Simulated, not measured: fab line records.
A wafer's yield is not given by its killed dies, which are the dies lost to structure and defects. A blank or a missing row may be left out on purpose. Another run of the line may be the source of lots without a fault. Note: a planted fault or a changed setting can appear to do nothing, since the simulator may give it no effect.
What tool caused it? ; flow gf180mcu ; Sampling: 12 lots, 36 wafers, 4 of 602 route steps

## WHAT EACH GAUGE READ, for each wafer
GF_V3_BOW_MEAS_05. Usual: V3_BOW typically reads 118 um, with standard deviation 10.
lot;measured;on;V3_BOW (um);flag
L495;day 21 03:22;film_metro-02;118 108 116;
L496;day 21 19:37;film_metro-02;114 105 117;
L497;day 22 02:40;film_metro-02;118 123 114;
L498;day 22 12:58;film_metro-04;127 123 126;
L499;day 22 20:02;film_metro-02;115 104 102;
L501;day 23 17:13;film_metro-02;112 110 104;
L508;day 26 04:18;film_metro-02;121 135 127;
L510;day 26 18:28;film_metro-03;131 116 122;
L512;day 27 10:48;film_metro-02;99 108 106;
L513;day 27 14:45;film_metro-02;121 101 105;
L514;day 27 22:19;film_metro-03;136 124 127;
L518;day 28 23:37;film_metro-03;124 115 127;

GF_V3_CD_MEAS_14: the cd target is 260 nm. Usual: cd_nm 260.0 nm, standard deviation 1.3.
lot;measured;on;cd_nm (nm);flag
L495;day 22 03:20;cd_sem-02;257.2 258.6 258.7;
L496;day 22 19:19;cd_sem-01;260.5 261.4 260.7;
L497;day 23 01:48;cd_sem-02;259.9 260.0 259.4;
L498;day 23 11:36;cd_sem-01;259.8 259.2 260.8;
L499;day 23 18:02;cd_sem-01;257.6 258.2 258.2;
L501;day 24 15:14;cd_sem-01;260.2 259.9 259.6;
L508;day 27 01:06;cd_sem-02;261.2 262.3 266.2;
L510;day 27 15:05;cd_sem-02;259.4 258.2 257.3;
L512;day 28 06:26;cd_sem-02;259.3 259.8 260.1;
L513;day 28 10:36;cd_sem-01;258.7 260.0 258.4;
L514;day 28 17:46;cd_sem-01;259.9 259.9 260.5;
L518;day 29 18:43;cd_sem-02;259.9 259.1 259.7;

## WHAT TOOL EACH LOT RAN ON (gives the tool, then ch and the chambers of the sampled wafers, and finally the start)
lot;GF_V3_CMP_04;GF_V3_COAT_09
L495;cmp-01 ch 0,3, day 21 03:02;litho_track-04 ch 0, day 21 15:00
L496;cmp-01 ch 2,3, day 21 19:22;litho_track-02 ch 0, day 22 07:00
L497;cmp-01 ch 1,2, day 22 02:25;litho_track-04 ch 0, day 22 14:00
L498;cmp-02 ch 0,2,3, day 22 12:40;litho_track-01 ch 0, day 22 23:00
L499;cmp-02 ch 0,2,3, day 22 19:44;litho_track-04 ch 0, day 23 06:00
L501;cmp-02 ch 0,1,3, day 23 17:01;litho_track-02 ch 0, day 24 04:00
L508;cmp-01 ch 2,3, day 26 03:56;litho_track-02 ch 0, day 26 14:00
L510;cmp-01 ch 0,1,3, day 26 18:13;litho_track-04 ch 0, day 27 04:00
L512;cmp-01 ch 0,2, day 27 10:32;litho_track-04 ch 0, day 27 20:00
L513;cmp-01 ch 0,3, day 27 14:28;litho_track-01 ch 0, day 28 00:00
L514;cmp-02 ch 1,2, day 27 22:01;litho_track-01 ch 0, day 28 08:00
L518;cmp-01 ch 2,3, day 28 23:19;litho_track-02 ch 0, day 29 09:00
- GF_V3_CMP_04: polishes SiO2.
- GF_V3_COAT_09: resist thk 1000 nm.

## WHAT THE TOOLS THEMSELVES READ (means of the sampled wafers that have a number; where no wafer has one, the mark that the record gives instead)
GF_V3_CMP_04. Usual: motor_current_A 12.0 A, standard deviation 1.6; slurry_flow_ml_min 150.1, standard deviation 0.47; time_to_endpoint_s 81 s, standard deviation 6.
lot;tool;motor_current_A (A);slurry_flow_ml_min;time_to_endpoint_s (s);flag
L495;cmp-01;12.0;150.1;83;
L496;cmp-01;12.6;149.6;81;
L497;cmp-01;12.3;150.0;87;
L498;cmp-02;11.2;149.9;84;
L499;cmp-02;11.5;150.2;84;
L501;cmp-02;12.3;149.5;85;
L508;cmp-01;12.1;150.3;73;
L510;cmp-01;11.9;150.0;80;
L512;cmp-01;10.5;150.5;79;
L513;cmp-01;10.9;149.6;85;
L514;cmp-02;11.9;150.0;75;
L518;cmp-01;12.7;149.9;79;

## THE ANSWER, worked out from the rows above alone
Rule: a lot is off if the mean of its wafers that have a number lies more than 3 standard deviations from the usual mean. Also off: a lot with no number at a reading for which 4 or more lots have one. All remaining lots with rows at the step are treated as sound. After the gauges, taken in route order, come the tools' own readings; for these a lot's mean is taken, as printed above. The first step at which some lot is off is used, and at that step the reading that is off furthest; a lot without a number counts as furthest.
Nothing can be told from this: no lot is off at any reading shown.

## WHAT WAS PUT IN BY THE SIMULATOR
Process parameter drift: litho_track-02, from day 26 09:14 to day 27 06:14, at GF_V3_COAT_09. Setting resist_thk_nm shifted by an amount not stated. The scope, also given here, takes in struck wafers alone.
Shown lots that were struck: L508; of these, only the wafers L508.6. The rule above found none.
